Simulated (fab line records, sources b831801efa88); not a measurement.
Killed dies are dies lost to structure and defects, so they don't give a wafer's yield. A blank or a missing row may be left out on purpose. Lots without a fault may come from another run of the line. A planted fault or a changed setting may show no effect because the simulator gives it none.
A struck lot beside a sound one | flow gf180mcu | 14 steps out of a route of 602
Sound: wafers L796.2, L796.4, L796.5. Struck: wafers L800.3, L800.4, L800.5. The cause comes at the end.
At each step with rows: each side's tool, then ch and its chambers, then its first start. Under that, the readings that differ: sound wafers | struck wafers | difference of the means | sigmas: that difference in standard deviations of wafers without a fault.
alike: readings whose means differ by less than 2 such deviations, and words and numbers that are the same on both sides. not compared: withheld readings, readings that some wafer has no value for, bounds like >300 that may hide the same value, and numbers for which the record gives no deviation and whose values overlap.
The two part at a step that has a row with sigmas, a row that says differs or no value, or rows on one side only. Numbers that don't overlap but have no deviation are shown without sigmas and don't part them. A reading that every wafer of one side lacks parts them only if that side has two wafers or more.

first, 4 steps without rows for these wafers: GF_VT_IMPLANT_SOFTBAKE_25 (time 60 s); GF_VT_IMPLANT_EXPOSE_26 (exposes mask LVPWELL HV AREA, target cd 860 nm); GF_VT_IMPLANT_PEB_27; GF_VT_IMPLANT_DEVELOP_28 (develop time 60 s).
GF_VT_IMPLANT_OVL_MEAS_29:
  sound on overlay-01, day 7 14:59; struck on overlay-02, day 8 05:55
  reading                | sound        | struck         | difference | sigmas
  VT_IMPLANT_02_OVL (nm) | 1.1 1.3 -0.1 | -3.0 -1.8 -2.7 | -3.3       | -3
then, 1 step without rows for these wafers: GF_VT_IMPLANT_IMPLANT_30.
GF_VT_IMPLANT_STRIP_31: strips in O2/N2.
  sound on plasma_asher-03 ch 0, day 7 15:10; struck on plasma_asher-01 ch 0,1, day 8 06:07
  reading                     | sound       | struck      | difference | sigmas
  drypump_motor_current_A (A) | 6.5 6.5 6.5 | 5.7 5.4 5.7 | -0.9       | -2
  alike: chamber_pressure_mTorr, heater_power_w, n2_flow_sccm, oes_product_au, strip_time_to_endpoint_s
  not compared: rf_hours_counter_h
GF_VT_IMPLANT_TW_MEAS_32:
  sound on film_metro-04, day 7 15:17; struck on film_metro-04, day 8 06:12
  alike: VT_IMPLANT_3_TW
then, 4 steps without rows for these wafers: GF_VT_IMPLANT_DEHYDRATE_33 (time 57.75 s); GF_VT_IMPLANT_HMDS_34 (prime time 60 s); GF_VT_IMPLANT_COAT_35 (resist thk 1000 nm); GF_VT_IMPLANT_SOFTBAKE_36 (time 60 s).
GF_VT_IMPLANT_EXPOSE_37: exposes mask Nwell HV AREA, target cd 860 nm.
  sound on iline_stepper-01 ch 0, day 7 23:32; struck on iline_stepper-02, day 8 14:44
  no value came back on the struck wafers for exposure_dose_mJ_cm2, focus_offset_nm (nm); on the sound wafers exposure_dose_mJ_cm2 reads 139.84 139.78 139.80
  reading                            | sound                   | struck                  | difference | sigmas
  model.VT_IMPLANT.overlay_y_nm (nm) | 0.2283 0.2283 0.2283    | 0.5423 0.5423 0.5423    | +0.3140    |
  model.VT_IMPLANT.overlay_x_nm (nm) | -0.5129 -0.5129 -0.5129 | -0.4768 -0.4768 -0.4768 | +0.0361    |
  alike: mask
then, 1 step without rows for these wafers: GF_VT_IMPLANT_PEB_38.

WHERE THEY PART
First at GF_VT_IMPLANT_OVL_MEAS_29; last, within this record, at GF_VT_IMPLANT_EXPOSE_37.

WHY: what the simulator had put in
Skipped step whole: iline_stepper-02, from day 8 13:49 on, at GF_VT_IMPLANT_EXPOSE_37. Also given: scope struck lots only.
